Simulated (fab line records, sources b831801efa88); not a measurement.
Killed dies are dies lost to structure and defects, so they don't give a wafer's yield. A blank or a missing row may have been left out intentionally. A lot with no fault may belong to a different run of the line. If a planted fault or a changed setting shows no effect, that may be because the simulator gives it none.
fab line records	flow sky130
[record] lots = 7	wafers = 21	last-day = 50
route steps=708 shown LI_CONTACT@370 PAD_OPEN@708
lots untouched by any fault: they come from a run of this same line in which no faults occurred
start-h: the number of hours between the record's first day and the start of the first shown wafer of the lot	wait-h: hours from the lot's prior step to this one	" as in the row above	L1.1+2: a row that stands for several wafers	- value missing, or start not given	* or withheld: withheld	< > ~ a bound
route shown NAME@n: a module of which the file shows steps, and the number in the route of the first	usual: average and standard deviation across the fault-free wafers	same: alike in all rows	chamber/n: place in a boat	sites: each site's reading	_std_site: the values' standard deviation	_edge_site: outer sites' mean less inner sites'	radius-mm: for every site, how far away it sits from the centre of the wafer	mask NAME#n: copy n	behind: the most recent tool/chamber to have shaped the wafer	hold: the reason the lot was held/the length of the hold in hours/how it ended	device: transistor that didn't switch, given as n, p or np	end of line: tests run on the same wafers once the route is complete	where a step has no rows: the recipe by itself	killed: dies that structure and defects cost at the first sort, which is not the same as the wafer's yield	map: dies across one wafer; x = killed, . = not, _ = none there
set.NAME: the setting that was run; set.NAME@STEP: the one run at that earlier step	model.NAME: the simulator's own value behind a step, which no gauge read
lots at some steps of the route; a table a step, a row a wafer
services: when a tool's chamber went out of use (start-h, in hours from the record's first day, below 0 if earlier), for how many hours, and the reason
[[steps]]
[step SKY_LI_CONTACT_SOFTBAKE_08]
[recipe] temp-c = 100	time-s = 90	resist = KrF-thick
[step SKY_LI_CONTACT_EXPOSE_09]
[recipe] mask-id = LICM1	na = 0.8	source-shape = annular	sigma-inner = 0.55	sigma-outer = 0.85	target-cd-nm = 170	dose-mj = 38
[step SKY_LI_CONTACT_PEB_10]
[recipe] peb-temp-c = withheld	peb-time-s = withheld	resist = KrF-thick
[step SKY_LI_CONTACT_DEVELOP_11]
[recipe] develop-time-s = 60	resist = KrF-thick	dev-temp-c = 21
[step SKY_LI_CONTACT_CD_MEAS_12]
[recipe] target-cd-nm = 170
[usual] cd-nm = 169.6/1.7
lot.wafer	tool	chamber	start-h	wait-h	cd-nm
L800.1	cd-sem-01	-	675.15	-	169.8
L800.3	"	-	"	"	168.9
L800.6	"	-	"	"	169.3
L806.1	cd-sem-01	-	725.65	-	167.6
L806.4	"	-	"	"	167.6
L806.6	"	-	"	"	168.3
L812.2	cd-sem-02	-	785.11	-	168.8
L812.3	"	-	"	"	169.6
L812.4	"	-	"	"	169.1
L813.3	cd-sem-01	-	792.03	-	170.0
L813.5	"	-	"	"	170.8
L813.6	"	-	"	"	169.4
L814.3	cd-sem-02	-	796.31	-	170.3
L814.4	"	-	"	"	167.7
L814.5	"	-	"	"	168.5
L815.1	cd-sem-02	-	797.87	-	170.7
L815.2	"	-	"	"	170.0
L815.4	"	-	"	"	169.8
L821.1	cd-sem-01	-	836.89	-	167.8
L821.3	"	-	"	"	167.5
L821.6	"	-	"	"	168.9
[step SKY_LI_CONTACT_OVL_MEAS_13]
[usual] LI_CONTACT_OVL = 2/5.8
lot.wafer	tool	chamber	start-h	wait-h	LI_CONTACT_OVL[nm]
L800.1	overlay-02	-	675.27	0.1	2
L800.3	"	-	"	"	-14
L800.6	"	-	"	"	8
L806.1	overlay-01	-	725.77	0.1	4
L806.4	"	-	"	"	8
L806.6	"	-	"	"	6
L812.2	overlay-01	-	785.22	0.1	-12
L812.3	"	-	"	"	-10
L812.4	"	-	"	"	-17
L813.3	overlay-02	-	792.12	0.1	6
L813.5	"	-	"	"	8
L813.6	"	-	"	"	5
L814.3	overlay-01	-	796.40	0.1	-4
L814.4	"	-	"	"	7
L814.5	"	-	"	"	-1
L815.1	overlay-01	-	797.99	0.1	6
L815.2	"	-	"	"	4
L815.4	"	-	"	"	3
L821.1	overlay-01	-	837.01	0.1	-1
L821.3	"	-	"	"	1
L821.6	"	-	"	"	-1
[step SKY_LI_CONTACT_ETCH_14]
[recipe] chemistry = N2/H2	target = BARC	ion-energy-ev = 200	source-w = 500	bias-w = 97.51	pressure-mtorr = 30	n2-flow-sccm = 100	h2-flow-sccm = 200	stop-on = SiO2	time-s = 45.9	target-depth-a = 600
[usual] drypump-motor-current-A = 5.65/0.23	oes-product-au = 0.855/0.0049	throttle-valve-pct = 13.224/0.01
lot.wafer	tool	chamber	start-h	wait-h	drypump-motor-current-A	oes-product-au	rf-hours-counter-h	throttle-valve-pct
L800.1	rie-diel-04	3	675.31	0.0	5.63	0.866	25	13.217
L800.3	"	1	"	"	5.67	0.858	0	13.200
L800.6	"	2	"	"	5.51	0.852	-	13.227
L806.1	rie-diel-01	1	725.81	0.0	5.74	0.864	13	13.238
L806.4	"	2	"	"	6.03	0.855	22	13.214
L806.6	"	0	"	"	5.54	0.851	-	13.204
L812.2	rie-diel-04	2	785.25	0.0	5.48	0.850	11	13.215
L812.3	"	3	"	"	5.64	0.863	27	13.213
L812.4	"	0	"	"	5.75	0.851	18	13.230
L813.3	rie-diel-04	2	792.15	0.0	5.48	0.858	11	13.201
L813.5	"	2	"	"	5.48	0.850	-	13.212
L813.6	"	3	"	"	5.65	0.849	-	13.215
L814.3	rie-diel-01	1	796.42	0.0	5.75	0.859	14	13.210
L814.4	"	0	"	"	5.56	0.854	-	13.237
L814.5	"	1	"	"	5.75	0.861	-	13.218
L815.1	rie-diel-04	1	798.02	0.0	5.69	0.859	2	13.224
L815.2	"	2	"	"	5.46	0.856	11	13.222
L815.4	"	0	"	"	5.75	0.852	18	13.238
L821.1	rie-diel-01	3	837.05	0.0	5.84	0.849	19	13.230
L821.3	"	1	"	"	5.75	0.844	15	13.229
L821.6	"	0	"	"	5.57	0.851	-	13.226
[step SKY_LI_CONTACT_ETCH_15]
[recipe] target = PSG	chemistry = C4F8/O2/Ar	stop-on = Si	taper-deg = 4.15	mask-material = KrF-thick	source-w = 1500	bias-w = 1200	pressure-mtorr = 40	c4f8-flow-sccm = withheld	O2_flow_sccm = 6	Ar_flow_sccm = 300	time-s = withheld	target-depth-a = 6000
[usual] oes-product-au = 0.837/0.0052
lot.wafer	tool	chamber	start-h	wait-h	oes-product-au
L800.1	rie-diel-04	3	675.35	0.0	0.841
L800.3	"	1	"	"	0.841
L800.6	"	2	"	"	0.838
L806.1	rie-diel-01	1	725.85	0.0	0.845
L806.4	"	2	"	"	0.836
L806.6	"	0	"	"	0.835
L812.2	rie-diel-04	2	785.29	0.0	0.840
L812.3	"	3	"	"	0.835
L812.4	"	0	"	"	0.837
L813.3	rie-diel-04	2	792.19	0.0	0.839
L813.5	"	2	"	"	0.848
L813.6	"	3	"	"	0.834
L814.3	rie-diel-01	1	796.46	0.0	0.841
L814.4	"	0	"	"	0.834
L814.5	"	1	"	"	0.837
L815.1	rie-diel-04	1	798.06	0.0	0.835
L815.2	"	2	"	"	0.839
L815.4	"	0	"	"	0.835
L821.1	rie-diel-01	3	837.09	0.0	0.837
L821.3	"	1	"	"	0.827
L821.6	"	0	"	"	0.837
[step SKY_LI_CONTACT_STRIP_16]
[recipe] chemistry = O2/N2	power-w = 1400	pressure-mtorr = 1500	platen-temp-c = withheld	o2-flow-sccm = 3000	n2-flow-sccm = 300	overash-fraction = 0.5
[usual] drypump-motor-current-A = 5.7/0.34	oes-product-au = 0.375/0.0047	strip-time-to-endpoint-s = 3.48/0.054
lot.wafer	tool	chamber	start-h	wait-h	drypump-motor-current-A	oes-product-au	rf-hours-counter-h	strip-time-to-endpoint-s
L800.1	plasma-asher-04	1	675.44	-	5.8	0.374	98	3.46
L800.3	"	1	"	"	5.8	0.382	-	3.46
L800.6	"	0	"	"	6.2	0.371	-	3.47
L806.1	plasma-asher-01	1	725.94	-	5.4	0.379	59	3.62
L806.4	"	0	"	"	6.0	0.383	-	3.55
L806.6	"	1	"	"	5.4	0.377	-	3.54
L812.2	plasma-asher-04	1	785.37	-	5.8	0.372	4	3.42
L812.3	"	0	"	"	6.2	0.379	-	3.44
L812.4	"	1	"	"	5.8	0.375	-	3.46
L813.3	plasma-asher-01	0	792.31	-	6.0	0.384	-	3.46
L813.5	"	0	"	"	6.0	0.376	-	3.45
L813.6	"	1	"	"	5.4	0.376	-	3.46
L814.3	plasma-asher-03	1	796.58	-	5.1	0.379	-	3.49
L814.4	"	0	"	"	5.7	0.376	-	3.47
L814.5	"	1	"	"	5.1	0.369	-	3.52
L815.1	plasma-asher-01	0	798.15	-	6.0	0.373	67	3.39
L815.2	"	1	"	"	5.4	0.371	67	3.40
L815.4	"	0	"	"	6.0	0.370	-	3.47
L821.1	plasma-asher-03	1	837.17	-	5.1	0.377	38	3.48
L821.3	"	0	"	"	5.6	0.371	-	3.57
L821.6	"	1	"	"	5.1	0.374	-	3.53
[step SKY_LI_CONTACT_CLEAN_17]
[recipe] chemistry = NMP	time-s = 600	temp-c = 60	dry = n2-spin
[step SKY_LI_CONTACT_PRE_CLEAN_18]
[recipe] gas = Ar	time-s = 5.6	bias-v = 358
[step SKY_LI_CONTACT_SPUTTER_19]
[recipe] material = Ti	target-thk-nm = 20	chamber-pressure-pa = 5	power-w = 2500	substrate-temp-c = 200	time-s = 106.37
[usual] cathode-dc-power-W = 2500.0/0.46	chamber-pressure-pa = 5.000/0.0095	throttle-valve-pct = 30.7/0.58
lot.wafer	tool	chamber	start-h	wait-h	cathode-dc-power-W	chamber-pressure-pa	throttle-valve-pct
L800.1	pvd-sputter-01	-	675.75	0.0	2500.3	5.007	30.3
L800.3	"	-	"	"	2500.0	5.001	31.4
L800.6	"	-	"	"	2500.1	4.999	30.4
L806.1	pvd-sputter-04	-	726.23	0.0	2499.7	5.004	30.7
L806.4	"	-	"	"	2499.4	4.990	32.1
L806.6	"	-	"	"	2500.7	5.018	31.3
L812.2	pvd-sputter-04	-	785.67	0.0	2499.7	4.990	30.8
L812.3	"	-	"	"	2500.1	4.995	31.7
L812.4	"	-	"	"	2500.2	5.005	31.1
L813.3	pvd-sputter-02	-	792.58	0.0	2499.2	5.011	31.0
L813.5	"	-	"	"	2500.6	4.998	30.9
L813.6	"	-	"	"	2499.6	5.004	30.9
L814.3	pvd-sputter-01	-	796.84	0.0	2499.7	5.010	31.0
L814.4	"	-	"	"	2499.7	4.987	29.9
L814.5	"	-	"	"	2499.7	4.995	30.2
L815.1	pvd-sputter-01	-	798.46	0.0	2499.9	5.007	30.2
L815.2	"	-	"	"	2500.1	4.990	29.7
L815.4	"	-	"	"	2499.5	5.001	30.1
L821.1	pvd-sputter-04	-	837.47	0.0	2500.3	5.004	31.8
L821.3	"	-	"	"	2500.2	4.995	30.8
L821.6	"	-	"	"	2500.1	5.001	30.7
[step SKY_LI_CONTACT_SPUTTER_20]
[recipe] material = TiN	target-thk-nm = 20	chamber-pressure-pa = 5	power-w = 4000	time-s = 80
[usual] cathode-dc-power-W = 4000.1/0.71	chamber-pressure-pa = 4.999/0.0092	throttle-valve-pct = 30.7/0.6
lot.wafer	tool	chamber	start-h	wait-h	cathode-dc-power-W	chamber-pressure-pa	throttle-valve-pct
L800.1	pvd-sputter-01	-	675.82	0.0	4000.6	4.989	30.3
L800.3	"	-	"	"	3999.2	4.992	31.5
L800.6	"	-	"	"	3999.4	5.000	30.4
L806.1	pvd-sputter-04	-	726.31	0.0	4000.3	4.991	30.7
L806.4	"	-	"	"	4000.1	4.984	31.8
L806.6	"	-	"	"	4000.2	4.991	31.6
L812.2	pvd-sputter-04	-	785.74	0.0	-	-	-
L812.3	"	-	"	"	-	-	-
L812.4	"	-	"	"	-	-	-
L813.3	pvd-sputter-02	-	792.66	0.0	-	-	-
L813.5	"	-	"	"	-	-	-
L813.6	"	-	"	"	-	-	-
L814.3	pvd-sputter-01	-	796.92	0.0	-	-	-
L814.4	"	-	"	"	-	-	-
L814.5	"	-	"	"	-	-	-
L815.1	pvd-sputter-01	-	798.54	0.0	3999.1	5.009	30.7
L815.2	"	-	"	"	3999.8	5.008	29.6
L815.4	"	-	"	"	4000.1	4.995	30.6
L821.1	pvd-sputter-04	-	837.54	0.0	4000.3	4.997	31.8
L821.3	"	-	"	"	3998.5	4.995	30.7
L821.6	"	-	"	"	4000.0	5.005	30.8
[step SKY_LI_CONTACT_CVD_21]
[recipe] material = W	target-thk-nm = 400	time-s = 120.56	temp-c = 400	pressure-torr = 40
[usual] chamber-pressure-Torr = 40.00/0.078	heater-power-w = 849/57
lot.wafer	tool	chamber	start-h	wait-h	chamber-pressure-Torr	heater-power-w
L800.1	cvd-w-02	1	675.89	0.0	39.92	950
L800.3	"	1	"	"	39.93	963
L800.6	"	1	"	"	39.93	962
L806.1	cvd-w-01	1	726.37	0.0	40.09	816
L806.4	"	0	"	"	39.98	838
L806.6	"	0	"	"	39.88	834
L812.2	cvd-w-01	0	785.80	0.0	40.03	852
L812.3	"	1	"	"	39.94	818
L812.4	"	0	"	"	39.99	852
L813.3	cvd-w-01	0	792.76	0.1	39.99	828
L813.5	"	1	"	"	39.97	835
L813.6	"	0	"	"	40.10	852
L814.3	cvd-w-01	0	797.02	0.1	40.14	860
L814.4	"	1	"	"	39.99	842
L814.5	"	1	"	"	40.03	800
L815.1	cvd-w-02	1	798.60	0.0	39.96	946
L815.2	"	0	"	"	40.06	798
L815.4	"	0	"	"	40.04	799
L821.1	cvd-w-01	1	837.60	0.0	40.03	825
L821.3	"	1	"	"	39.94	817
L821.6	"	0	"	"	39.95	836
[step SKY_PAD_OPEN_PROBE_99]
[usual] killed_at_M0_to_M3 = 42/7.1	killed_at_M4_up = 3.0/1.7	killed-at-contacts = 25/5	killed-at-front-end = 16/4.4	killed-at-other = 0.5/1.4	killed-dies = 87/9.2	killed-on-rim = 18/4.3	killed-open = 47/6.2	killed-short = 39/6.6
[same] gross-dies = 492	killed-at-back-side = 0
lot.wafer	tool	chamber	start-h	wait-h	killed_at_M0_to_M3	killed_at_M4_up	killed-at-contacts	killed-at-front-end	killed-at-other	killed-dies	killed-on-rim	killed-open	killed-short
L812.2	prober-01	-	1152.94	0.1	45	5	432	10	0	492	96	43	40
L812.3	prober-01	-	1152.99	0.2	43	4	437	8	0	492	96	49	25
L812.4	prober-01	-	1153.04	0.2	38	1	441	12	0	492	96	35	30
L813.3	prober-01	-	1158.59	0.2	43	4	440	5	0	492	96	40	38
L813.5	prober-01	-	1158.69	0.2	36	0	444	12	0	492	96	41	29
L813.6	prober-01	-	1158.74	0.2	50	2	426	14	0	492	96	55	34
L815.1	prober-02	-	1162.26	0.1	49	6	21	20	1	97	17	47	49
L815.2	prober-02	-	1162.31	0.1	33	5	16	18	0	72	17	44	28
L815.4	prober-02	-	1162.41	0.2	40	0	21	16	0	77	18	50	27
// killed by level:class
L812.2 LI_CONTACT:area-sputter=407 VIA1:geometric-particle:open=16 CONTACT:geometric-particle:short=7 VIA2:geometric-particle:open=7 LOCAL_INTERCONNECT:geometric-particle:short=6 CONTACT:geometric-particle:open=5 METAL1:geometric-particle:short=5 LI_CONTACT:geometric-particle:open=4
L812.3 LI_CONTACT:area-sputter=418 VIA1:geometric-particle:open=10 LI_CONTACT:geometric-particle:open=8 CONTACT:geometric-particle:open=8 VIA3:geometric-particle:open=8 VIA2:geometric-particle:open=7 FIELD_ISO:geometric-particle:short=4 VIA1:geometric-particle:short=4
L812.4 LI_CONTACT:area-sputter=427 VIA1:geometric-particle:open=9 VIA2:geometric-particle:open=6 CONTACT:geometric-particle:open=5 VIA3:geometric-particle:open=5 POLY_GATE:geometric-particle:short=4 METAL1:geometric-particle:short=4 VIA1:geometric-particle:short=4
L813.3 LI_CONTACT:area-sputter=413 CONTACT:geometric-particle:open=13 METAL1:geometric-particle:short=9 VIA2:geometric-particle:open=7 LOCAL_INTERCONNECT:geometric-particle:short=6 VIA1:geometric-particle:open=6 VIA3:geometric-particle:open=5 LI_CONTACT:geometric-particle:open=3
L813.5 LI_CONTACT:area-sputter=420 CONTACT:geometric-particle:open=10 VIA1:geometric-particle:open=8 CONTACT:geometric-particle:short=7 METAL2:geometric-particle:short=6 VIA3:geometric-particle:open=6 VIA2:geometric-particle:open=5 FIELD_ISO:geometric-particle:open=4
L813.6 LI_CONTACT:area-sputter=403 VIA1:geometric-particle:open=13 CONTACT:geometric-particle:open=10 VIA3:geometric-particle:open=8 LI_CONTACT:geometric-particle:open=7 VIA2:geometric-particle:open=6 METAL1:geometric-particle:short=5 VIA1:geometric-particle:short=5
L815.1 CONTACT:geometric-particle:open=10 VIA3:geometric-particle:open=9 METAL1:geometric-particle:short=7 FIELD_ISO:geometric-particle:short=6 VIA1:geometric-particle:open=6 METAL4:geometric-particle:short=6 METAL2:geometric-particle:short=5 POLY_GATE:geometric-particle:short=5
L815.2 VIA1:geometric-particle:open=10 POLY_GATE:geometric-particle:open=8 CONTACT:geometric-particle:open=8 METAL2:geometric-particle:short=6 VIA3:geometric-particle:open=4 FIELD_ISO:geometric-particle:short=3 LI_CONTACT:geometric-particle:short=3 LI_CONTACT:geometric-particle:open=3
L815.4 CONTACT:geometric-particle:open=10 VIA1:geometric-particle:open=9 VIA3:geometric-particle:open=8 METAL1:geometric-particle:short=5 VIA1:geometric-particle:short=5 VIA2:geometric-particle:open=5 FIELD_ISO:geometric-particle:open=4 LI_CONTACT:geometric-particle:open=4
// map L812.2 (x killed, . not)
__________xxxxxxxxxx_________
________xxxxxxxxxxxxxx_______
______xxxxxxxxxxxxxxxxxx_____
_____xxxxxxxxxxxxxxxxxxxx____
____xxxxxxxxxxxxxxxxxxxxxx___
___xxxxxxxxxxxxxxxxxxxxxxxx__
__xxxxxxxxxxxxxxxxxxxxxxxxxx_
_xxxxxxxxxxxxxxxxxxxxxxxxxxxx
_xxxxxxxxxxxxxxxxxxxxxxxxxxxx
_xxxxxxxxxxxxxxxxxxxxxxxxxxxx
_xxxxxxxxxxxxxxxxxxxxxxxxxxxx
_xxxxxxxxxxxxxxxxxxxxxxxxxxxx
_xxxxxxxxxxxxxxxxxxxxxxxxxxxx
_xxxxxxxxxxxxxxxxxxxxxxxxxxxx
_xxxxxxxxxxxxxxxxxxxxxxxxxxxx
__xxxxxxxxxxxxxxxxxxxxxxxxxx_
___xxxxxxxxxxxxxxxxxxxxxxxx__
____xxxxxxxxxxxxxxxxxxxxxx___
_____xxxxxxxxxxxxxxxxxxxx____
______xxxxxxxxxxxxxxxxxx_____
________xxxxxxxxxxxxxx_______
__________xxxxxxxxxx_________
// map L813.3 (x killed, . not)
__________xxxxxxxxxx_________
________xxxxxxxxxxxxxx_______
______xxxxxxxxxxxxxxxxxx_____
_____xxxxxxxxxxxxxxxxxxxx____
____xxxxxxxxxxxxxxxxxxxxxx___
___xxxxxxxxxxxxxxxxxxxxxxxx__
__xxxxxxxxxxxxxxxxxxxxxxxxxx_
_xxxxxxxxxxxxxxxxxxxxxxxxxxxx
_xxxxxxxxxxxxxxxxxxxxxxxxxxxx
_xxxxxxxxxxxxxxxxxxxxxxxxxxxx
_xxxxxxxxxxxxxxxxxxxxxxxxxxxx
_xxxxxxxxxxxxxxxxxxxxxxxxxxxx
_xxxxxxxxxxxxxxxxxxxxxxxxxxxx
_xxxxxxxxxxxxxxxxxxxxxxxxxxxx
_xxxxxxxxxxxxxxxxxxxxxxxxxxxx
__xxxxxxxxxxxxxxxxxxxxxxxxxx_
___xxxxxxxxxxxxxxxxxxxxxxxx__
____xxxxxxxxxxxxxxxxxxxxxx___
_____xxxxxxxxxxxxxxxxxxxx____
______xxxxxxxxxxxxxxxxxx_____
________xxxxxxxxxxxxxx_______
__________xxxxxxxxxx_________
[[services]]
tool	chamber	start-h	hours	kind
rie-diel-04	1	652.13	-	clean
rie-diel-04	1	652.13	16.8	scheduled-down
rie-diel-04	1	652.13	16.8	vent-cycle
plasma-asher-04	-	655.71	1.0	repair
plasma-asher-03	-	656.28	3.9	repair
cvd-w-01	0	663.00	6.3	repair
plasma-asher-03	-	664.84	1.9	repair
cvd-w-01	1	672.52	4.4	repair
rie-diel-04	-	686.25	35.3	repair
cvd-w-02	0	690.57	4.5	repair
plasma-asher-03	-	693.33	40.2	pm
cvd-w-01	-	695.09	6.9	pm
rie-diel-04	2	703.86	23.7	repair
pvd-sputter-01	-	721.69	7.6	repair
plasma-asher-04	-	733.75	9.0	pm
pvd-sputter-02	-	738.12	12.3	repair
cvd-w-01	1	757.75	8.3	repair
rie-diel-04	3	775.70	3.2	repair
rie-diel-01	3	793.16	11.3	repair
cvd-w-02	-	794.27	1.0	repair
plasma-asher-04	-	809.69	4.1	repair
plasma-asher-04	-	815.51	2.8	pm
cvd-w-02	-	829.14	3.8	pm
pvd-sputter-01	3	832.59	-	consumable-replace:kit
[[key]]
[first-sign] step = SKY_LI_CONTACT_SPUTTER_20	reading = tool-record	direction = missing
[effect] step = SKY_PAD_OPEN_PROBE_99	reading = killed-at-contacts	direction = up	sigmas = 82	usual = 25	struck = 437
[more-kills-born-at] SKY_LI_CONTACT_SPUTTER_20@pvd-sputter-04 = 1249	SKY_LI_CONTACT_SPUTTER_20@pvd-sputter-02 = 1235
met-at SKY_LI_CONTACT_SPUTTER_20
struck-wafers L812.2,L812.3,L812.4,L813.3,L813.5,L813.6,L814.3,L814.4,L814.5
later-rows-left-out L812.2,L812.3,L812.4,L813.3,L813.5,L813.6,L814.3,L814.4,L814.5
sort-left-out L814.3,L814.4,L814.5
tester-left-out L812,L813,L814
onset-between 726.31 785.74
[fault] kind = skipped-step-whole	tool = pvd-sputter-01,pvd-sputter-02,pvd-sputter-04	chamber = -	onset-h = 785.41	steps = SKY_LI_CONTACT_SPUTTER_20	scope = struck-lots-only
// tester-left-out: of these lots the tester's yield and bins aren't shown, on N5 and GAA mostly nor the transistor test; their killed dies are dies lost to structure and defects alone, not to doping, threshold or leakage, so they don't give the yield
// sort-left-out: the simulated sort isn't trusted on such a fault, so these wafers' sort isn't shown, and their yield isn't known
// later-rows-left-out: the simulator's readings of these wafers behind a module that went badly wrong aren't trusted and aren't shown, but for the sort
